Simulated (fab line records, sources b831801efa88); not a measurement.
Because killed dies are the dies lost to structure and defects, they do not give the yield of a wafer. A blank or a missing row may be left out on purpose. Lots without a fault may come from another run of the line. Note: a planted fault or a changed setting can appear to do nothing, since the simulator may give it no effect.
fab line records + flow sky130
[record]
- lots = 12
- wafers = 36
- last_day = 50
route steps=708 shown VIA1@461 METAL2@501 VIA2@508 PAD_OPEN@708
lots that met no fault: taken from a fault-free run of the same line
start_h: the number of hours between the record's first day and the start of the first shown wafer of the lot + wait_h: hours since the lot's step before + " the same as in the row above + L1.1+2: several wafers, shown together as one row + - no value, or no start was given + * or withheld: withheld + < > ~ a bound
route shown NAME@n: names a module that has steps shown in the file, with the first one's number in the route + usual: mean/standard deviation of fault-free wafers + same: alike in all rows + chamber/n: place in a boat + sites: per-site readings + _std_site: standard deviation across them + _edge_site: mean of outer sites minus mean of inner sites + radius_mm: for every site, how far away it sits from the centre of the wafer + mask NAME#n: copy n + behind: the last tool/chamber to shape the wafer + hold: what put the lot on hold/how long, in hours/how the hold closed + device: transistor that didn't switch, given as n, p or np + end of line: the route-end tests of the same wafers + a step given without rows: its recipe and nothing more + killed: count of dies lost to structure and defects at first sort (not the wafer's yield) + map: shows each die of a wafer: x if killed, . if not, _ if none is there
set.NAME: setting as actually run; set.NAME@STEP: the setting as run at that earlier step + model.NAME: the simulator's own value behind a step, which no gauge read
one table for each step of the route and one row for each wafer, over a sample of lots
services: when a tool's chamber went out of use (start_h, in hours from the record's first day, below 0 if earlier), for how many hours, and the reason
[[steps]]
[step SKY_VIA1_BOW_MEAS_03]
[recipe]
- mode = bow
[usual]
- VIA1_BOW = 82/7.4
| lot.wafer | tool          | chamber | start_h | wait_h | VIA1_BOW[um] |
|-----------|---------------|---------|---------|--------|--------------|
| L450.1    | film_metro-04 | -       | 762.40  | 0.2    | 86           |
| L450.3    | "             | -       | "       | "      | 84           |
| L450.4    | "             | -       | "       | "      | 94           |
| L451.1    | film_metro-02 | -       | 765.92  | 0.2    | 86           |
| L451.4    | "             | -       | "       | "      | 82           |
| L451.6    | "             | -       | "       | "      | 81           |
| L452.1    | film_metro-02 | -       | 771.52  | 0.2    | 68           |
| L452.3    | "             | -       | "       | "      | 88           |
| L452.6    | "             | -       | "       | "      | 92           |
| L453.1    | film_metro-02 | -       | 788.35  | 0.1    | 77           |
| L453.5    | "             | -       | "       | "      | 89           |
| L453.6    | "             | -       | "       | "      | 88           |
| L455.2    | film_metro-04 | -       | 806.29  | 0.3    | 77           |
| L455.3    | "             | -       | "       | "      | 89           |
| L455.5    | "             | -       | "       | "      | 85           |
| L456.2    | film_metro-04 | -       | 819.82  | 0.3    | 78           |
| L456.4    | "             | -       | "       | "      | 74           |
| L456.5    | "             | -       | "       | "      | 77           |
| L458.1    | film_metro-04 | -       | 831.79  | 0.2    | 69           |
| L458.4    | "             | -       | "       | "      | 86           |
| L458.5    | "             | -       | "       | "      | 86           |
| L461.1    | film_metro-04 | -       | 852.05  | 0.2    | 89           |
| L461.4    | "             | -       | "       | "      | 85           |
| L461.6    | "             | -       | "       | "      | 80           |
| L462.1    | film_metro-04 | -       | 856.05  | 0.2    | 77           |
| L462.4    | "             | -       | "       | "      | 77           |
| L462.5    | "             | -       | "       | "      | 66           |
| L463.2    | film_metro-04 | -       | 871.72  | 0.2    | 75           |
| L463.4    | "             | -       | "       | "      | 77           |
| L463.6    | "             | -       | "       | "      | 75           |
| L472.1    | film_metro-02 | -       | 926.49  | 0.2    | 83           |
| L472.2    | "             | -       | "       | "      | 86           |
| L472.4    | "             | -       | "       | "      | 71           |
| L473.1    | film_metro-04 | -       | 945.69  | 0.1    | 85           |
| L473.2    | "             | -       | "       | "      | 83           |
| L473.3    | "             | -       | "       | "      | 74           |
[step SKY_VIA1_STRIP_16]
[recipe]
- chemistry = O2/N2
- power_w = 1400
- pressure_mtorr = 1500
- platen_temp_c = withheld
- o2_flow_sccm = 3000
- n2_flow_sccm = 300
- overash_fraction = 0.5
[usual]
- drypump_motor_current_A = 5.9/0.34
- oes_product_au = 0.415/0.0045
- strip_time_to_endpoint_s = 4.457/0.026
| lot.wafer | tool            | chamber | start_h | wait_h | drypump_motor_current_A | oes_product_au | rf_hours_counter_h | strip_time_to_endpoint_s |
|-----------|-----------------|---------|---------|--------|-------------------------|----------------|--------------------|--------------------------|
| L450.1    | plasma_asher-02 | 1       | 789.64  | 0.0    | 5.6                     | 0.423          | 36                 | 4.435                    |
| L450.3    | "               | 0       | "       | "      | 6.1                     | 0.418          | -                  | 4.432                    |
| L450.4    | "               | 1       | "       | "      | 5.6                     | 0.414          | -                  | 4.425                    |
| L451.1    | plasma_asher-02 | 1       | 793.09  | 0.0    | 5.6                     | 0.413          | 36                 | 4.462                    |
| L451.4    | "               | 0       | "       | "      | 6.1                     | 0.421          | -                  | 4.480                    |
| L451.6    | "               | 0       | "       | "      | 6.1                     | 0.413          | -                  | 4.501                    |
| L452.1    | plasma_asher-02 | 1       | 798.69  | 0.0    | 5.7                     | 0.410          | 37                 | 4.464                    |
| L452.3    | "               | 1       | "       | "      | 5.6                     | 0.411          | -                  | 4.475                    |
| L452.6    | "               | 0       | "       | "      | 6.1                     | 0.420          | -                  | 4.457                    |
| L453.1    | plasma_asher-04 | 0       | 816.16  | 0.0    | 5.4                     | 0.409          | 97                 | 4.459                    |
| L453.5    | "               | 1       | "       | "      | 6.4                     | 0.414          | -                  | 4.475                    |
| L453.6    | "               | 0       | "       | "      | 5.4                     | 0.419          | -                  | 4.421                    |
| L455.2    | plasma_asher-03 | 1       | 833.61  | 0.0    | 6.1                     | 0.411          | 9                  | 4.494                    |
| L455.3    | "               | 1       | "       | "      | 6.1                     | 0.415          | -                  | 4.457                    |
| L455.5    | "               | 1       | "       | "      | 6.1                     | 0.421          | -                  | 4.464                    |
| L456.2    | plasma_asher-03 | 0       | 846.49  | 0.0    | 5.5                     | 0.406          | 10                 | 4.383                    |
| L456.4    | "               | 0       | "       | "      | 5.5                     | 0.402          | -                  | 4.415                    |
| L456.5    | "               | 0       | "       | "      | 5.5                     | 0.407          | -                  | 4.410                    |
| L458.1    | plasma_asher-04 | 0       | 857.94  | 0.0    | 5.5                     | 0.414          | 102                | 4.507                    |
| L458.4    | "               | 1       | "       | "      | 6.4                     | 0.416          | -                  | 4.421                    |
| L458.5    | "               | 1       | "       | "      | 6.4                     | 0.418          | -                  | 4.497                    |
| L461.1    | plasma_asher-04 | 1       | 878.74  | 0.0    | 6.3                     | 0.409          | 104                | 4.447                    |
| L461.4    | "               | 0       | "       | "      | 5.4                     | 0.414          | -                  | 4.438                    |
| L461.6    | "               | 0       | "       | "      | 5.4                     | 0.414          | -                  | 4.442                    |
| L462.1    | plasma_asher-04 | 0       | 881.69  | 0.0    | 5.4                     | 0.419          | 105                | 4.416                    |
| L462.4    | "               | 1       | "       | "      | 6.3                     | 0.414          | -                  | 4.435                    |
| L462.5    | "               | 1       | "       | "      | 6.3                     | 0.414          | -                  | 4.464                    |
| L463.2    | plasma_asher-03 | 0       | 897.46  | 0.0    | 5.5                     | 0.407          | 15                 | 4.444                    |
| L463.4    | "               | 0       | "       | "      | 5.6                     | 0.411          | -                  | 4.453                    |
| L463.6    | "               | 0       | "       | "      | 5.5                     | 0.418          | -                  | 4.497                    |
| L472.1    | plasma_asher-03 | 1       | 951.01  | 0.0    | 6.1                     | 0.414          | 21                 | 4.524                    |
| L472.2    | "               | 0       | "       | "      | 5.6                     | 0.417          | 21                 | 4.428                    |
| L472.4    | "               | 1       | "       | "      | 6.1                     | 0.423          | -                  | 4.487                    |
| L473.1    | plasma_asher-03 | 1       | 970.29  | 0.0    | 6.1                     | 0.414          | 22                 | 4.434                    |
| L473.2    | "               | 0       | "       | "      | 5.5                     | 0.420          | 22                 | 4.437                    |
| L473.3    | "               | 0       | "       | "      | 5.5                     | 0.415          | -                  | 4.478                    |
[step SKY_METAL2_ETCH_18]
[recipe]
- chemistry = N2/H2
- target = BARC
- ion_energy_ev = 200
- bias_w = 100
- pressure_mtorr = 30
- n2_flow_sccm = 100
- h2_flow_sccm = 200
- icp_w = 500
- stop_on = SiO2
- time_s = 45.9
- target_depth_a = 600
[usual]
- bias_w = 100.04/0.27
- drypump_motor_current_A = 5.7/0.37
- oes_product_au = 0.855/0.0045
- throttle_valve_pct = 13.224/0.0092
| lot.wafer | tool         | chamber | start_h | wait_h | bias_w | drypump_motor_current_A | oes_product_au | rf_hours_counter_h | throttle_valve_pct |
|-----------|--------------|---------|---------|--------|--------|-------------------------|----------------|--------------------|--------------------|
| L450.1    | rie_metal-01 | 0       | 819.20  | 0.0    | 99.92  | 4.8                     | 0.857          | 14                 | 13.210             |
| L450.3    | "            | 0       | "       | "      | 99.98  | 4.9                     | 0.850          | -                  | 13.227             |
| L450.4    | "            | 1       | "       | "      | 100.59 | 6.0                     | 0.849          | -                  | 13.224             |
| L451.1    | rie_metal-03 | 0       | 822.08  | 0.0    | 100.26 | 5.9                     | 0.859          | 8                  | 13.224             |
| L451.4    | "            | 1       | "       | "      | 99.86  | 5.5                     | 0.853          | -                  | 13.213             |
| L451.6    | "            | 0       | "       | "      | 100.20 | 5.9                     | 0.857          | -                  | 13.205             |
| L452.1    | rie_metal-04 | 0       | 827.17  | 0.1    | 99.69  | 5.9                     | 0.852          | 8                  | 13.211             |
| L452.3    | "            | 0       | "       | "      | 99.87  | 5.9                     | 0.857          | -                  | 13.215             |
| L452.6    | "            | 0       | "       | "      | 100.23 | 5.9                     | 0.853          | -                  | 13.213             |
| L453.1    | rie_metal-04 | 0       | 844.38  | 0.0    | 99.94  | 5.9                     | 0.858          | 9                  | 13.221             |
| L453.5    | "            | 0       | "       | "      | 99.51  | 5.9                     | 0.849          | -                  | 13.224             |
| L453.6    | "            | 1       | "       | "      | 99.87  | 5.7                     | 0.853          | -                  | 13.214             |
| L455.2    | rie_metal-04 | 0       | 860.88  | 0.0    | 100.27 | 5.9                     | 0.848          | 9                  | 13.227             |
| L455.3    | "            | 0       | "       | "      | 99.77  | 5.9                     | 0.860          | -                  | 13.238             |
| L455.5    | "            | 0       | "       | "      | 100.01 | 5.9                     | 0.853          | -                  | 13.220             |
| L456.2    | rie_metal-01 | 0       | 873.90  | 0.0    | 99.74  | 4.9                     | 0.854          | 16                 | 13.238             |
| L456.4    | "            | 0       | "       | "      | 99.64  | 4.9                     | 0.854          | -                  | 13.212             |
| L456.5    | "            | 1       | "       | "      | 99.81  | 6.0                     | 0.847          | -                  | 13.215             |
| L458.1    | rie_metal-03 | 0       | 885.38  | 0.0    | 100.25 | 5.9                     | 0.852          | 11                 | 13.226             |
| L458.4    | "            | 0       | "       | "      | 100.30 | 5.9                     | 0.861          | -                  | 13.215             |
| L458.5    | "            | 0       | "       | "      | 100.18 | 5.9                     | 0.855          | -                  | 13.222             |
| L461.1    | rie_metal-04 | 0       | 905.98  | 0.0    | 99.55  | 5.9                     | 0.855          | 12                 | 13.224             |
| L461.4    | "            | 1       | "       | "      | 100.09 | 5.8                     | 0.851          | -                  | 13.216             |
| L461.6    | "            | 1       | "       | "      | 100.03 | 5.8                     | 0.858          | -                  | 13.219             |
| L462.1    | rie_metal-01 | 0       | 908.17  | 0.1    | 99.53  | 4.9                     | 0.849          | 19                 | 13.232             |
| L462.4    | "            | 0       | "       | "      | 99.73  | 4.9                     | 0.868          | -                  | 13.237             |
| L462.5    | "            | 0       | "       | "      | 99.74  | 4.9                     | 0.856          | -                  | 13.211             |
| L463.2    | rie_metal-01 | 1       | 923.75  | 0.1    | 100.23 | 6.0                     | 0.849          | -                  | 13.234             |
| L463.4    | "            | 1       | "       | "      | 100.47 | 6.0                     | 0.859          | -                  | 13.224             |
| L463.6    | "            | 1       | "       | "      | 100.03 | 6.0                     | 0.859          | -                  | 13.219             |
| L472.1    | rie_metal-04 | 1       | 977.41  | 0.0    | 97.41  | 5.8                     | 0.858          | 16                 | 13.224             |
| L472.2    | "            | 0       | "       | "      | 97.11  | 5.9                     | 0.857          | 15                 | 13.233             |
| L472.4    | "            | 1       | "       | "      | 97.34  | 5.8                     | 0.856          | -                  | 13.214             |
| L473.1    | rie_metal-04 | 0       | 995.03  | 0.0    | 97.28  | 5.9                     | 0.848          | 16                 | 13.227             |
| L473.2    | "            | 1       | "       | "      | 97.02  | 5.8                     | 0.854          | 16                 | 13.225             |
| L473.3    | "            | 0       | "       | "      | 97.10  | 5.9                     | 0.858          | -                  | 13.221             |
[step SKY_VIA2_THK_MEAS_01]
[recipe]
- reads = SiO2_of_VIA2_HDPCVD_00
[usual]
- VIA2_HDPCVD_THK = 1184/17
| lot.wafer | tool          | chamber | start_h | wait_h | VIA2_HDPCVD_THK[nm] |
|-----------|---------------|---------|---------|--------|---------------------|
| L450.1    | film_metro-01 | -       | 820.08  | 0.1    | 1180                |
| L450.3    | "             | -       | "       | "      | 1174                |
| L450.4    | "             | -       | "       | "      | 1183                |
| L451.1    | film_metro-03 | -       | 822.97  | 0.1    | 1186                |
| L451.4    | "             | -       | "       | "      | 1194                |
| L451.6    | "             | -       | "       | "      | 1178                |
| L452.1    | film_metro-01 | -       | 828.19  | 0.1    | 1210                |
| L452.3    | "             | -       | "       | "      | 1191                |
| L452.6    | "             | -       | "       | "      | 1183                |
| L453.1    | film_metro-02 | -       | 845.25  | 0.1    | 1171                |
| L453.5    | "             | -       | "       | "      | 1211                |
| L453.6    | "             | -       | "       | "      | 1169                |
| L455.2    | film_metro-01 | -       | 861.77  | 0.1    | 1204                |
| L455.3    | "             | -       | "       | "      | 1179                |
| L455.5    | "             | -       | "       | "      | 1204                |
| L456.2    | film_metro-02 | -       | 874.78  | 0.1    | 1193                |
| L456.4    | "             | -       | "       | "      | 1172                |
| L456.5    | "             | -       | "       | "      | 1154                |
| L458.1    | film_metro-03 | -       | 886.26  | 0.1    | 1192                |
| L458.4    | "             | -       | "       | "      | 1180                |
| L458.5    | "             | -       | "       | "      | 1185                |
| L461.1    | film_metro-01 | -       | 906.85  | 0.1    | 1187                |
| L461.4    | "             | -       | "       | "      | 1209                |
| L461.6    | "             | -       | "       | "      | 1188                |
| L462.1    | film_metro-02 | -       | 909.19  | 0.1    | 1203                |
| L462.4    | "             | -       | "       | "      | 1181                |
| L462.5    | "             | -       | "       | "      | 1170                |
| L463.2    | film_metro-02 | -       | 924.77  | 0.1    | 1166                |
| L463.4    | "             | -       | "       | "      | 1156                |
| L463.6    | "             | -       | "       | "      | 1157                |
| L472.1    | film_metro-01 | -       | 978.39  | 0.1    | 1199                |
| L472.2    | "             | -       | "       | "      | 1179                |
| L472.4    | "             | -       | "       | "      | 1190                |
| L473.1    | film_metro-01 | -       | 995.91  | 0.1    | 1155                |
| L473.2    | "             | -       | "       | "      | 1180                |
| L473.3    | "             | -       | "       | "      | 1180                |
[step SKY_PAD_OPEN_PROBE_99]
[usual]
- defect_limited_yield = 82.4/1.9
- killed_at_M0_to_M3 = 44/7.2
- killed_at_M4_up = 3.1/1.8
- killed_at_contacts = 25/5.2
- killed_at_front_end = 15/3.9
- killed_at_other = 0.2/0.5
- killed_dies = 86/9.5
- killed_open = 47/7.3
- killed_short = 40/6
- sort_bin_3_pad_short = 0.8/0.44
- sort_bin_5_function = 10.4/1.5
- sort_bin_6_memory = 6.3/1.1
- sort_n_pass = 406/9.5
- sort_yield_pct = 82.4/1.9
[same]
- gross_dies = 492
- killed_at_back_side = 0
- sort_bin_4_leakage[%] = 0
- sort_bin_8_speed[%] = 0
| lot.wafer | tool      | chamber | start_h | wait_h | defect_limited_yield[%] | killed_at_M0_to_M3 | killed_at_M4_up | killed_at_contacts | killed_at_front_end | killed_at_other | killed_dies | killed_open | killed_short | sort_bin_3_pad_short[%] | sort_bin_5_function[%] | sort_bin_6_memory[%] | sort_n_pass | sort_yield_pct[%] |
|-----------|-----------|---------|---------|--------|-------------------------|--------------------|-----------------|--------------------|---------------------|-----------------|-------------|-------------|--------------|-------------------------|------------------------|----------------------|-------------|-------------------|
| L451.1    | prober-02 | -       | 1075.72 | 0.1    | 80.1                    | 52                 | 3               | 29                 | 14                  | 0               | 98          | 46          | 52           | 1.6                     | 11.6                   | 6.7                  | 394         | 80.1              |
| L451.4    | prober-02 | -       | 1075.87 | 0.2    | 82.3                    | 48                 | 3               | 21                 | 15                  | 0               | 87          | 39          | 48           | 0.6                     | 11.0                   | 6.1                  | 405         | 82.3              |
| L451.6    | prober-02 | -       | 1075.97 | 0.2    | 80.3                    | 49                 | 0               | 34                 | 13                  | 1               | 97          | 53          | 44           | 0.8                     | 11.6                   | 7.3                  | 395         | 80.3              |
| L453.1    | prober-02 | -       | 1096.52 | 0.1    | 81.7                    | 38                 | 0               | 35                 | 17                  | 0               | 90          | 52          | 38           | 1.4                     | 9.3                    | 7.5                  | 402         | 81.7              |
| L453.5    | prober-02 | -       | 1096.72 | 0.2    | 85.2                    | 33                 | 3               | 17                 | 20                  | 0               | 73          | 36          | 37           | 0.2                     | 9.1                    | 5.5                  | 419         | 85.2              |
| L453.6    | prober-02 | -       | 1096.77 | 0.2    | 83.3                    | 49                 | 4               | 18                 | 11                  | 0               | 82          | 46          | 36           | 1.2                     | 8.3                    | 7.1                  | 410         | 83.3              |
| L455.2    | prober-01 | -       | 1105.41 | 0.1    | 84.1                    | 37                 | 2               | 25                 | 14                  | 0               | 78          | 43          | 35           | 0.4                     | 9.3                    | 6.1                  | 414         | 84.1              |
| L455.3    | prober-01 | -       | 1105.46 | 0.2    | 78.3                    | 50                 | 2               | 37                 | 18                  | 0               | 107         | 57          | 50           | 1.4                     | 13.4                   | 6.9                  | 385         | 78.3              |
| L455.5    | prober-01 | -       | 1105.56 | 0.2    | 84.1                    | 40                 | 0               | 25                 | 12                  | 1               | 78          | 41          | 37           | 1.6                     | 9.8                    | 4.5                  | 414         | 84.1              |
| L456.2    | prober-02 | -       | 1118.82 | 0.1    | 81.5                    | 43                 | 3               | 30                 | 14                  | 1               | 91          | 58          | 33           | 0.6                     | 11.8                   | 6.1                  | 401         | 81.5              |
| L456.4    | prober-02 | -       | 1118.92 | 0.2    | 79.3                    | 59                 | 6               | 20                 | 17                  | 0               | 102         | 54          | 48           | 1.0                     | 11.4                   | 8.3                  | 390         | 79.3              |
| L456.5    | prober-02 | -       | 1118.97 | 0.2    | 82.1                    | 47                 | 4               | 25                 | 11                  | 1               | 88          | 50          | 38           | 0.4                     | 11.2                   | 6.3                  | 404         | 82.1              |
| L461.1    | prober-02 | -       | 1142.52 | 0.1    | 82.3                    | 42                 | 4               | 25                 | 16                  | 0               | 87          | 45          | 42           | 1.0                     | 9.3                    | 7.3                  | 405         | 82.3              |
| L461.4    | prober-02 | -       | 1142.67 | 0.2    | 81.1                    | 57                 | 1               | 24                 | 11                  | 0               | 93          | 59          | 34           | 0.8                     | 12.0                   | 6.1                  | 399         | 81.1              |
| L461.6    | prober-02 | -       | 1142.77 | 0.2    | 84.1                    | 40                 | 1               | 25                 | 12                  | 0               | 78          | 40          | 38           | 1.4                     | 8.3                    | 6.1                  | 414         | 84.1              |
| L462.4    | prober-01 | -       | 1143.62 | 0.2    | 81.7                    | 37                 | 1               | 28                 | 24                  | 0               | 90          | 48          | 42           | 0.8                     | 11.4                   | 6.1                  | 402         | 81.7              |
| L462.5    | prober-01 | -       | 1143.67 | 0.2    | 79.9                    | 59                 | 2               | 22                 | 16                  | 0               | 99          | 56          | 43           | 1.2                     | 11.4                   | 7.5                  | 393         | 79.9              |
| L463.2    | prober-02 | -       | 1157.52 | 0.1    | 83.1                    | 35                 | 3               | 30                 | 14                  | 1               | 83          | 41          | 41           | 0.8                     | 8.5                    | 7.5                  | 409         | 83.1              |
| L463.4    | prober-02 | -       | 1157.62 | 0.2    | 82.9                    | 38                 | 3               | 26                 | 17                  | 0               | 84          | 45          | 39           | 0.2                     | 10.0                   | 6.9                  | 408         | 82.9              |
| L463.6    | prober-02 | -       | 1157.72 | 0.2    | 82.3                    | 42                 | 5               | 23                 | 17                  | 0               | 87          | 47          | 40           | 1.4                     | 10.0                   | 6.3                  | 405         | 82.3              |
| L472.1    | prober-01 | -       | 1193.57 | 0.1    | 81.7                    | 39                 | 3               | 30                 | 18                  | 0               | 90          | 53          | 37           | 0.2                     | 11.0                   | 7.1                  | 402         | 81.7              |
| L472.2    | prober-01 | -       | 1193.62 | 0.1    | 82.7                    | 45                 | 6               | 21                 | 13                  | 0               | 85          | 50          | 35           | 1.4                     | 9.8                    | 6.1                  | 407         | 82.7              |
| L472.4    | prober-01 | -       | 1193.72 | 0.2    | 84.6                    | 46                 | 3               | 18                 | 9                   | 0               | 76          | 46          | 30           | 0.6                     | 8.7                    | 6.1                  | 416         | 84.6              |
// killed by level:class
L451.1 VIA1:geometric_particle:open=11 LI_CONTACT:geometric_particle:open=9 METAL2:geometric_particle:short=9 CONTACT:geometric_particle:open=8 METAL1:geometric_particle:short=7 VIA2:geometric_particle:open=6 LI_CONTACT:geometric_particle:short=5 FIELD_ISO:geometric_particle:short=4
L451.4 METAL2:geometric_particle:short=9 VIA1:geometric_particle:open=7 CONTACT:geometric_particle:open=6 VIA2:geometric_particle:open=6 LI_CONTACT:geometric_particle:open=5 CONTACT:geometric_particle:short=5 METAL3:geometric_particle:short=5 VIA3:geometric_particle:short=5
L451.6 VIA3:geometric_particle:open=12 VIA1:geometric_particle:open=11 CONTACT:geometric_particle:open=10 LI_CONTACT:geometric_particle:open=9 METAL1:geometric_particle:short=8 CONTACT:geometric_particle:short=7 METAL2:geometric_particle:short=7 POLY_GATE:geometric_particle:short=5
L453.1 CONTACT:geometric_particle:open=17 METAL2:geometric_particle:short=8 LI_CONTACT:geometric_particle:open=7 VIA1:geometric_particle:open=7 VIA2:geometric_particle:open=6 LOCAL_INTERCONNECT:geometric_particle:short=5 FIELD_ISO:geometric_particle:open=4 SPACER:geometric_particle:open=4
L453.5 VIA1:geometric_particle:open=10 LOCAL_INTERCONNECT:geometric_particle:short=5 FIELD_ISO:geometric_particle:open=5 METAL1:geometric_particle:short=5 METAL2:geometric_particle:short=4 CONTACT:geometric_particle:short=4 CONTACT:geometric_particle:open=4 VIA3:geometric_particle:open=4
L453.6 VIA1:geometric_particle:open=10 METAL2:geometric_particle:short=9 LI_CONTACT:geometric_particle:open=8 VIA3:geometric_particle:open=6 METAL1:geometric_particle:short=5 CONTACT:geometric_particle:open=5 VIA2:geometric_particle:open=5 METAL3:geometric_particle:short=4
L455.2 VIA1:geometric_particle:open=13 LI_CONTACT:geometric_particle:open=8 CONTACT:geometric_particle:open=7 CONTACT:geometric_particle:short=7 FIELD_ISO:geometric_particle:short=6 VIA3:geometric_particle:open=5 METAL1:geometric_particle:short=4 METAL2:geometric_particle:short=4
L455.3 CONTACT:geometric_particle:open=15 VIA1:geometric_particle:open=14 VIA1:geometric_particle:short=8 VIA2:geometric_particle:open=8 LOCAL_INTERCONNECT:geometric_particle:short=7 METAL2:geometric_particle:short=7 POLY_GATE:geometric_particle:short=6 FIELD_ISO:geometric_particle:short=5
L455.5 CONTACT:geometric_particle:open=11 VIA1:geometric_particle:open=8 LI_CONTACT:geometric_particle:open=7 FIELD_ISO:geometric_particle:open=5 FIELD_ISO:geometric_particle:short=5 VIA3:geometric_particle:open=5 VIA3:geometric_particle:short=5 VIA1:geometric_particle:short=4
L456.2 CONTACT:geometric_particle:open=13 VIA1:geometric_particle:open=10 VIA2:geometric_particle:open=9 LI_CONTACT:geometric_particle:open=8 METAL1:geometric_particle:short=6 CONTACT:geometric_particle:short=5 VIA3:geometric_particle:open=5 VIA1:geometric_particle:short=4
L456.4 VIA1:geometric_particle:open=15 VIA2:geometric_particle:open=11 METAL2:geometric_particle:short=7 FIELD_ISO:geometric_particle:open=6 CONTACT:geometric_particle:short=6 VIA1:geometric_particle:short=6 CONTACT:geometric_particle:open=5 VIA3:geometric_particle:short=5
L456.5 VIA1:geometric_particle:open=10 CONTACT:geometric_particle:open=9 VIA3:geometric_particle:open=8 CONTACT:geometric_particle:short=7 VIA1:geometric_particle:short=6 METAL2:geometric_particle:short=6 VIA2:geometric_particle:open=6 LI_CONTACT:geometric_particle:open=5
L461.1 VIA1:geometric_particle:open=10 CONTACT:geometric_particle:short=8 LI_CONTACT:geometric_particle:open=7 VIA1:geometric_particle:short=7 CONTACT:geometric_particle:open=6 VIA2:geometric_particle:short=6 POLY_GATE:geometric_particle:short=5 VIA2:geometric_particle:open=5
L461.4 VIA1:geometric_particle:open=15 VIA3:geometric_particle:open=10 CONTACT:geometric_particle:open=10 VIA2:geometric_particle:open=7 LI_CONTACT:geometric_particle:open=5 CONTACT:geometric_particle:short=5 POLY_GATE:geometric_particle:short=4 METAL1:geometric_particle:short=4
L461.6 VIA1:geometric_particle:open=8 CONTACT:geometric_particle:open=7 VIA1:geometric_particle:short=7 LI_CONTACT:geometric_particle:open=6 VIA3:geometric_particle:open=6 CONTACT:geometric_particle:short=5 METAL1:geometric_particle:short=5 METAL2:geometric_particle:short=5
L462.4 CONTACT:geometric_particle:open=13 FIELD_ISO:geometric_particle:short=9 VIA1:geometric_particle:open=8 LI_CONTACT:geometric_particle:open=7 METAL1:geometric_particle:short=7 FIELD_ISO:geometric_particle:open=5 POLY_GATE:geometric_particle:short=5 POLY_GATE:geometric_particle:open=4
L462.5 VIA1:geometric_particle:open=14 VIA2:geometric_particle:open=14 VIA3:geometric_particle:open=8 METAL1:geometric_particle:short=7 VIA1:geometric_particle:short=7 FIELD_ISO:geometric_particle:short=6 LOCAL_INTERCONNECT:geometric_particle:short=6 CONTACT:geometric_particle:open=5
L463.2 LI_CONTACT:geometric_particle:open=9 CONTACT:geometric_particle:open=8 VIA1:geometric_particle:open=7 FIELD_ISO:geometric_particle:short=6 CONTACT:geometric_particle:short=6 VIA3:geometric_particle:open=6 VIA2:geometric_particle:short=5 FIELD_ISO:geometric_particle:open=4
L463.4 CONTACT:geometric_particle:open=10 LI_CONTACT:geometric_particle:open=7 METAL1:geometric_particle:short=6 VIA1:geometric_particle:open=6 FIELD_ISO:geometric_particle:short=5 CONTACT:geometric_particle:short=5 VIA3:geometric_particle:open=5 VIA1:geometric_particle:short=5
L463.6 LI_CONTACT:geometric_particle:open=9 VIA1:geometric_particle:open=9 METAL2:geometric_particle:short=9 FIELD_ISO:geometric_particle:short=6 VIA3:geometric_particle:open=6 FIELD_ISO:geometric_particle:open=5 CONTACT:geometric_particle:short=5 CONTACT:geometric_particle:open=5
L472.1 VIA1:geometric_particle:open=11 CONTACT:geometric_particle:open=9 LI_CONTACT:geometric_particle:open=9 FIELD_ISO:geometric_particle:short=8 VIA3:geometric_particle:open=7 METAL2:geometric_particle:short=7 FIELD_ISO:geometric_particle:open=5 CONTACT:geometric_particle:short=5
L472.2 VIA1:geometric_particle:open=15 CONTACT:geometric_particle:open=13 METAL2:geometric_particle:short=9 FIELD_ISO:geometric_particle:short=6 LI_CONTACT:geometric_particle:open=4 METAL1:geometric_particle:short=4 VIA1:geometric_particle:short=4 VIA3:geometric_particle:short=4
L472.4 VIA1:geometric_particle:open=10 VIA2:geometric_particle:open=7 CONTACT:geometric_particle:open=6 LI_CONTACT:geometric_particle:open=6 METAL2:geometric_particle:short=6 FIELD_ISO:geometric_particle:open=5 METAL3:geometric_particle:short=5 METAL1:geometric_particle:short=4
[[services]]
| tool            | chamber | start_h | hours | kind           |
|-----------------|---------|---------|-------|----------------|
| rie_metal-01    | -       | 768.38  | 0.2   | repair         |
| rie_metal-03    | 0       | 778.71  | 10.2  | repair         |
| rie_metal-03    | 0       | 795.65  | 12.7  | repair         |
| rie_metal-04    | 1       | 824.33  | 14.4  | repair         |
| rie_metal-03    | 1       | 853.32  | 9.6   | repair         |
| plasma_asher-02 | -       | 872.94  | 14.6  | pm             |
| rie_metal-01    | 1       | 883.84  | -     | clean          |
| rie_metal-01    | 1       | 883.84  | 30.5  | scheduled_down |
| rie_metal-01    | 1       | 883.84  | 30.5  | vent_cycle     |
| rie_metal-01    | 0       | 914.33  | -     | clean          |
| rie_metal-01    | 0       | 914.33  | 33.8  | scheduled_down |
| rie_metal-01    | 0       | 914.33  | 33.8  | vent_cycle     |
| plasma_asher-03 | -       | 955.23  | 2.8   | pm             |
| plasma_asher-03 | -       | 958.41  | 9.6   | repair         |
| plasma_asher-04 | -       | 991.64  | 1.3   | repair         |
[[key]]
[first_sign]
- step = SKY_METAL2_ETCH_18
- reading = bias_w
- direction = down
- sigmas = 10
- usual = 100.04
- struck = 97.21
effect none on later readings
met_at SKY_METAL2_ETCH_18
struck_lots L472,L473
not_acting_at SKY_VIA1_BOW_MEAS_03,SKY_VIA1_STRIP_16,SKY_VIA2_THK_MEAS_01
onset_between 905.98 977.41
[fault]
- kind = process_parameter_drift
- tool = rie_metal-04
- chamber = -
- onset_h = 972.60
- steps = SKY_METAL2_ETCH_18
- channel = bias_w
- offset = -2.8961
- shape = step
- end_h = 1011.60
- acts_in = these_recipes_only
- stated = 100
